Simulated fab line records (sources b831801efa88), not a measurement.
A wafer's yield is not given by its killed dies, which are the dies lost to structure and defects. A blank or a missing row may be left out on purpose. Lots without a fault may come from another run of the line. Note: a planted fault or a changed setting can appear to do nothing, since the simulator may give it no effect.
A lot that was struck, set against a sound lot | flow sky130 | 35 out of 708 route steps
Sound: wafers L933.1, L933.5, L933.6. Struck: wafers L952.2, L952.3, L952.4. Last of all comes the cause.
Each step with rows lists, per side, the tool, then ch with its chambers, then its first start. Under that, the readings that differ: sound wafers | struck wafers | difference of the means | sigmas: that difference in standard deviations of wafers without a fault.
alike: a reading whose means differ by less than 2 such deviations, as well as words and numbers matching on both sides. not compared: withheld readings; readings where some wafer has no value; bounds like >300 that might hide an equal value; numbers whose values overlap and for which the record gives no deviation.
A row with sigmas, a row that says differs or no value, or rows on one side alone: a step with any of these is where the two part. Non-overlapping numbers with no deviation appear without sigmas and do not part them. A reading that every wafer of one side lacks parts them only if that side has two wafers or more.

first, 10 steps without rows for these wafers: SKY_VIA1_ETCH_15 (etches SiO2 in C4F8/O2/Ar, stops on TiN, target depth 351 nm, time 54 s); SKY_VIA1_STRIP_16 (strips in O2/N2); SKY_VIA1_STRIP_17 (strips in post etch residue remover, time 1200 s); SKY_VIA1_CLEAN_18 (cleans in IPA, time 180 s); SKY_VIA1_CLEAN_19 (cleans in O3/DIW); SKY_VIA1_SPUTTER_20 (material TiN, target thk 20 nm, time 80 s); SKY_VIA1_CVD_21 (deposits W, target thk 270 nm, time 80.902 s); SKY_VIA1_CMP_24 (polishes, stops on SiO2, t overpolish 15 s, target thk 0 nm); SKY_METAL2_SPUTTER_00 (material Ti, target thk 15 nm, time 10 s); SKY_METAL2_SPUTTER_01 (material TiN, target thk 20 nm, time 16.7 s).
SKY_METAL2_SPUTTER_02: material AlCu, target thk 250 nm, time 13.3 s.
  sound on pvdSputter-03, day 34 08:50; struck on pvdSputter-03, day 40 11:54
  alike: throttleValvePct
then, 23 steps without rows for these wafers: SKY_METAL2_SPUTTER_03 (material Ti, target thk 5 nm, time 3.3 s); SKY_METAL2_SPUTTER_04 (material TiN, target thk 70 nm, time 59.24 s); SKY_METAL2_DEHYDRATE_07 (time 60 s); SKY_METAL2_HMDS_08 (prime time 60 s); SKY_METAL2_COAT_09 (resist thk 60 nm); SKY_METAL2_COAT_10 (resist thk 450 nm); SKY_METAL2_SOFTBAKE_11 (time 90 s); SKY_METAL2_EXPOSE_12 (exposes mask MM2, target cd 140 nm); SKY_METAL2_PEB_13; SKY_METAL2_DEVELOP_14 (develop time 60 s); SKY_METAL2_DESCUM_17 (chemistry O2, time 8 s); SKY_METAL2_ETCH_18 (etches BARC in N2/H2, stops on SiO2, time 45.9 s, target depth 60 nm); SKY_METAL2_METAL_ETCH_19 (etches the open film in Cl2/BCl3, stops on SiO2, target depth 360 nm, time 78 s); SKY_METAL2_STRIP_20 (strips in O2/N2); SKY_METAL2_STRIP_21 (strips in post etch residue remover, time 1200 s); SKY_METAL2_CLEAN_22 (cleans in IPA, time 180 s); SKY_METAL2_CLEAN_23 (cleans in O3/DIW); SKY_VIA2_HDPCVD_00 (deposits SiO2, target thk 1180 nm, time 189.7 s); SKY_VIA2_CMP_02 (polishes SiO2); SKY_VIA2_DEHYDRATE_04 (time 60 s); SKY_VIA2_HMDS_05 (prime time 60 s); SKY_VIA2_COAT_06 (resist thk 60 nm); SKY_VIA2_COAT_07 (resist thk 450 nm).
-- the record jumps here: 10 days lie between the struck wafers' starts before and after (it left off in module VIA2 and takes up again in module PAD_OPEN, whose first step shown is number 708 of the route) --
SKY_PAD_OPEN_PROBE_99:
  sound on prober-01, day 45 23:41; struck on prober-01, day 50 13:58
reading                               | sound             | struck            | difference | sigmas
defectLimitedYield (%)                | 81.9 81.1 82.1    | 71.3 75.8 77.2    | -6.9       | -4
killed_at_M0_to_M3                    | 45 49 43          | 96 79 81          | +40        | +6
killedDies                            | 89 93 88          | 141 119 112       | +34        | +4
sort_bin_3_pad_short (%)              | 1.0 1.4 1.0       | 3.3 2.0 1.8       | +1.2       | +3
sort_bin_5_function (%)               | 8.7 11.2 10.4     | 17.5 15.7 13.4    | +5.4       | +4
sortNPass                             | 403 399 404       | 351 373 380       | -34        | -4
sortYieldPct (%)                      | 81.9 81.1 82.1    | 71.3 75.8 77.2    | -6.9       | -4
model.etest.tester.sortNPass          | 403 399 404       | 351 373 380       | -34        | 
model.etest.tester.sortYieldPct (%)   | 81.91 81.1 82.11  | 71.34 75.81 77.24 | -6.91      | 
model.etest.tester.sort_bin_5_pct (%) | 8.74 11.18 10.37  | 17.48 15.65 13.41 | +5.42      | 
model.etest.tester.sort_bin_3_pct (%) | 1.016 1.423 1.016 | 3.252 2.033 1.829 | +1.220     | 
  alike: killed_at_M4_up, killedAtContacts, killedAtFrontEnd, killedAtOther, killedOpen, killedShort, sort_bin_6_memory

WHERE THEY PART
Within this record, at SKY_PAD_OPEN_PROBE_99 only.

WHY: whatever the simulator had introduced
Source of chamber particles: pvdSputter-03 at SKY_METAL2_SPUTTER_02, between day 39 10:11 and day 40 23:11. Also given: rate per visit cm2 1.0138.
